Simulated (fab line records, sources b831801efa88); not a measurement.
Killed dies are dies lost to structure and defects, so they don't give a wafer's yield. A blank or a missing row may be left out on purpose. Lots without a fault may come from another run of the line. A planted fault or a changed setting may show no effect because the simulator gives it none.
fab line records | flow sky130
record lots=15 wafers=45 last_day=50
route steps=708 shown METAL4@632 METAL5@664
lots that met no fault: from a run of the same line without faults
start_h: hours from the record's first day to the start of the lot's first wafer shown | wait_h: hours since the lot's step before | " the same as in the row above | L1.1+2: a row that stands for several wafers | - no value, or no start given | * or withheld: withheld | < > ~ a bound
route shown NAME@n: a module of which the file shows steps, and the number in the route of the first | usual: mean/standard deviation of fault-free wafers | same: alike in all rows | chamber/n: place in a boat | sites: the reading at each site | _std_site: their standard deviation | _edge_site: outer sites' mean less inner sites' | radius_mm: how far each site lies from the wafer's centre | mask NAME#n: copy n | behind: the tool/chamber that last shaped the wafer | hold: why the lot was held/for how many hours/how that ended | device: the transistor (n, p or np) that didn't switch | end of line: the same wafers' tests at the end of the route | a step without rows: its recipe alone | killed: dies lost to structure and defects at the first sort, not the wafer's yield | map: a wafer's dies, x killed, . not, _ none there
set.NAME: the setting as run; set.NAME@STEP: as run at that earlier step | model.NAME: the simulator's own value behind a step, which no gauge read
steps of the route over a sample of lots; a table a step, a row a wafer
services: from which hour (start_h, from the record's first day; less than 0 if before it) a tool's chamber was out of use, for how many hours, and why
## steps
# step SKY_METAL4_ETCH_16
# recipe chemistry=N2/H2 target=BARC ion_energy_ev=200 bias_w=100 pressure_mtorr=30 n2_flow_sccm=100 h2_flow_sccm=200 icp_w=500 stop_on=SiO2 time_s=88.2 target_depth_a=600
# usual drypump_motor_current_A=6.02/0.25 oes_product_au=0.626/0.0048 throttle_valve_pct=13.204/0.0085
# columns lot.wafer tool chamber start_h wait_h drypump_motor_current_A oes_product_au rf_hours_counter_h throttle_valve_pct
L475.2 rie_metal-02 1 990.26 0.0 5.75 0.629 3 13.197
L475.3 " 1 " " 5.74 0.622 - 13.208
L475.6 " 1 " " 5.73 0.626 - 13.213
L477.1 rie_metal-02 0 1005.13 0.0 6.07 0.631 11 13.213
L477.2 " 1 " " 5.75 0.623 4 13.196
L477.4 " 1 " " 5.73 0.622 - 13.204
L478.2 rie_metal-02 1 1019.38 0.0 5.74 0.629 5 13.215
L478.3 " 1 " " 5.74 0.633 - 13.194
L478.6 " 1 " " 5.76 0.620 - 13.211
L479.2 rie_metal-03 0 1021.71 0.0 5.99 0.615 8 13.207
L479.3 " 1 " " 5.70 0.624 - 13.198
L479.6 " 1 " " 5.69 0.617 - 13.193
L482.1 rie_metal-02 1 1045.71 0.0 5.74 0.623 7 13.203
L482.2 " 0 " " 6.07 0.632 14 13.210
L482.3 " 0 " " 6.05 0.626 - 13.201
L483.1 rie_metal-01 0 1062.71 0.0 6.17 0.623 23 13.208
L483.2 " 1 " " 6.40 0.625 13 13.202
L483.3 " 1 " " 6.32 0.621 - 13.203
L484.1 rie_metal-02 1 1068.68 0.0 5.75 0.627 8 13.197
L484.3 " 1 " " 5.75 0.621 - 13.213
L484.6 " 0 " " 6.07 0.619 - 13.197
L485.2 rie_metal-03 0 1069.33 0.0 6.01 0.623 11 13.217
L485.4 " 0 " " 6.01 0.629 - 13.204
L485.6 " 1 " " 5.71 0.628 - 13.193
L486.3 rie_metal-01 0 1075.01 0.1 6.15 0.629 - 13.198
L486.4 " 1 " " 6.44 0.623 - 13.200
L486.6 " 1 " " 6.45 0.622 - 13.208
L487.1 rie_metal-02 0 1075.61 0.0 6.07 0.617 16 13.190
L487.3 " 1 " " 5.75 0.631 - 13.202
L487.6 " 1 " " 5.76 0.625 - 13.218
L488.2 rie_metal-01 1 1082.66 0.1 6.38 0.633 - 13.210
L488.4 " 1 " " 6.42 0.623 - 13.207
L488.5 " 1 " " 6.46 0.631 - 13.195
L492.1 rie_metal-02 1 1102.93 0.0 5.74 0.627 11 13.201
L492.3 " 1 " " 5.76 0.628 - 13.199
L492.5 " 1 " " 5.75 0.623 - 13.197
L494.4 rie_metal-03 0 1112.26 0.0 6.03 0.624 - 13.203
L494.5 " 0 " " 6.03 0.621 - 13.199
L494.6 " 1 " " 5.70 0.629 - 13.207
L496.1 rie_metal-02 0 1126.48 0.0 6.07 0.626 20 13.216
L496.3 " 0 " " 6.06 0.630 - 13.212
L496.6 " 1 " " 5.76 0.624 - 13.201
L498.1 rie_metal-03 1 1133.26 0.0 5.70 0.629 11 13.216
L498.4 " 1 " " 5.71 0.623 - 13.207
L498.5 " 1 " " 5.69 0.620 - 13.200
# step SKY_METAL5_SPUTTER_03
# recipe material=Ti target_thk_nm=5 power_w=3000 time_s=3.3 chamber_pressure_pa=0.4
# usual cathode_dc_power_W=3000.0/0.52 chamber_pressure_pa=0.4000/0.0008 throttle_valve_pct=29.9/0.86
# columns lot.wafer tool chamber start_h wait_h cathode_dc_power_W chamber_pressure_pa throttle_valve_pct
L475.2 pvd_sputter-01 - 1017.38 0.0 2999.4 0.3996 30.2
L475.3 " - " " 2999.9 0.3992 29.0
L475.6 " - " " 3000.6 0.4002 30.4
L477.1 pvd_sputter-02 - 1031.72 0.0 2999.4 0.3991 31.5
L477.2 " - " " 3000.3 0.3997 28.3
L477.4 " - " " 3000.2 0.3996 30.8
L478.2 pvd_sputter-02 - 1045.57 0.0 3000.2 0.3998 31.3
L478.3 " - " " 2999.8 0.4008 28.5
L478.6 " - " " 2999.8 0.4010 28.5
L479.2 pvd_sputter-04 - 1047.09 0.0 3000.3 0.3993 28.8
L479.3 " - " " 2999.6 0.4010 30.9
L479.6 " - " " 2999.2 0.4000 28.9
L482.1 pvd_sputter-04 - 1070.28 0.0 3000.5 0.4008 30.6
L482.2 " - " " 2999.2 0.4003 29.3
L482.3 " - " " 2998.8 0.4003 30.2
L483.1 pvd_sputter-02 - 1087.70 0.0 3000.3 0.4005 30.6
L483.2 " - " " 3000.4 0.4011 31.2
L483.3 " - " " 3000.3 0.3999 28.3
L484.1 pvd_sputter-01 - 1093.48 0.0 3000.1 0.3989 30.1
L484.3 " - " " 2999.1 0.3987 30.4
L484.6 " - " " 2999.9 0.3998 30.6
L485.2 pvd_sputter-04 - 1093.70 0.0 - - -
L485.4 " - " " - - -
L485.6 " - " " - - -
L486.3 pvd_sputter-02 - 1098.21 0.0 - - -
L486.4 " - " " - - -
L486.6 " - " " - - -
L487.1 pvd_sputter-04 - 1099.79 0.0 - - -
L487.3 " - " " - - -
L487.6 " - " " - - -
L488.2 pvd_sputter-01 - 1106.40 0.0 2999.7 0.3998 30.5
L488.4 " - " " 2999.3 0.3996 29.2
L488.5 " - " " 3000.8 0.3996 29.6
L492.1 pvd_sputter-02 - 1126.30 0.0 2998.6 0.4011 28.1
L492.3 " - " " 3000.4 0.4001 31.3
L492.5 " - " " 2999.4 0.4014 31.6
L494.4 pvd_sputter-02 - 1135.64 0.0 3000.5 0.3992 28.3
L494.5 " - " " 2999.8 0.4002 29.6
L494.6 " - " " 3000.4 0.3997 30.8
L496.1 pvd_sputter-01 - 1148.89 0.0 3000.3 0.4005 30.6
L496.3 " - " " 3000.0 0.4011 29.4
L496.6 " - " " 2999.5 0.4011 29.4
L498.1 pvd_sputter-02 - 1155.14 0.0 2999.6 0.3988 31.0
L498.4 " - " " 2999.5 0.3993 28.6
L498.5 " - " " 2999.8 0.4000 30.9
# step SKY_METAL5_DESCUM_14
# recipe chemistry=O2 source_power_w=150 bias_power_w=0 pressure_mtorr=10 temp_c=40 time_s=11
# usual drypump_motor_current_A=6.1/0.33 oes_product_au=0.992/0.015
# columns lot.wafer tool chamber start_h wait_h drypump_motor_current_A oes_product_au rf_hours_counter_h
L475.2 rie_metal-01 0 1038.87 0.1 6.1 0.967 22
L475.3 " 0 " " 6.2 0.959 -
L475.6 " 1 " " 6.4 1.015 -
L477.1 rie_metal-04 1 1054.05 0.1 6.6 1.000 8
L477.2 " 0 " " 5.6 0.993 13
L477.4 " 1 " " 6.5 1.001 -
L478.2 rie_metal-01 1 1067.92 0.1 6.4 1.019 14
L478.3 " 1 " " 6.5 1.025 -
L478.6 " 0 " " 6.2 0.969 -
L479.2 rie_metal-04 1 1068.32 0.1 6.6 0.992 9
L479.3 " 1 " " 6.6 0.992 -
L479.6 " 0 " " 5.6 0.981 -
L482.1 rie_metal-01 1 1091.72 0.1 6.4 1.022 16
L482.2 " 1 " " 6.4 1.015 -
L482.3 " 1 " " 6.4 1.013 -
L483.1 rie_metal-01 0 1108.52 0.1 6.1 0.983 0
L483.2 " 1 " " 6.4 1.006 18
L483.3 " 1 " " 6.4 1.005 -
L484.1 rie_metal-03 0 1114.00 0.1 6.0 0.972 15
L484.3 " 0 " " 6.0 0.974 -
L484.6 " 1 " " 5.7 0.981 -
L485.2 rie_metal-01 1 1114.82 0.1 6.4 1.011 19
L485.4 " 1 " " 6.4 1.002 -
L485.6 " 1 " " 6.4 1.011 -
L486.3 rie_metal-03 0 1118.03 0.1 6.0 0.972 -
L486.4 " 1 " " 5.7 0.986 -
L486.6 " 0 " " 6.0 0.968 -
L487.1 rie_metal-03 1 1119.50 0.1 5.7 0.979 10
L487.3 " 0 " " 6.0 0.988 -
L487.6 " 1 " " 5.7 0.993 -
L488.2 rie_metal-01 0 1126.27 0.1 6.1 0.995 1
L488.4 " 0 " " 6.1 0.987 -
L488.5 " 1 " " 6.4 1.009 -
L492.1 rie_metal-04 1 1145.50 0.1 6.6 0.998 14
L492.3 " 1 " " 6.5 1.003 -
L492.5 " 0 " " 5.6 0.990 -
L494.4 rie_metal-03 1 1154.69 0.1 5.7 0.989 -
L494.5 " 0 " " 6.0 0.978 -
L494.6 " 1 " " 5.7 0.993 -
L496.1 rie_metal-03 0 1167.27 0.1 6.0 0.969 20
L496.3 " 0 " " 6.0 0.970 -
L496.6 " 1 " " 5.7 0.985 -
L498.1 rie_metal-04 1 1173.20 0.1 6.6 1.004 16
L498.4 " 0 " " 5.6 0.981 -
L498.5 " 1 " " 6.6 0.993 -
## services
# columns tool chamber start_h hours kind
rie_metal-04 - 985.59 14.6 pm
pvd_sputter-04 - 1021.23 0.9 repair
rie_metal-01 - 1064.44 0.4 repair
pvd_sputter-01 - 1073.97 2.6 repair
rie_metal-01 0 1079.75 - clean
rie_metal-01 0 1079.75 26.0 scheduled_down
rie_metal-01 0 1079.75 26.0 vent_cycle
pvd_sputter-02 - 1098.74 11.5 repair
rie_metal-04 - 1099.95 1.4 pm
pvd_sputter-02 - 1104.16 4.2 repair
pvd_sputter-01 - 1111.15 2.8 repair
rie_metal-01 1 1164.80 3.8 repair
pvd_sputter-02 - 1168.14 4.0 repair
## key
first_sign step=SKY_METAL5_SPUTTER_03 reading=tool_record direction=missing
effect none on later readings
met_at SKY_METAL5_SPUTTER_03
struck_lots L485,L486,L487
later_rows_left_out L485.2,L485.4,L485.6,L486.3,L486.4,L486.6,L487.1,L487.3,L487.6
sort_left_out L485.2,L485.4,L485.6,L486.3,L486.4,L486.6,L487.1,L487.3,L487.6
not_acting_at SKY_METAL4_ETCH_16,SKY_METAL5_DESCUM_14
onset_between 1087.70 1093.70
fault kind=skipped_step_whole tool=pvd_sputter-02,pvd_sputter-04 chamber=- onset_h=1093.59 steps=SKY_METAL5_SPUTTER_03 scope=struck_lots_only
# sort_left_out: the simulated sort isn't trusted on such a fault, so these wafers' sort isn't shown, and their yield isn't known
# later_rows_left_out: the simulator's readings of these wafers behind a module that went badly wrong aren't trusted and aren't shown, but for the sort
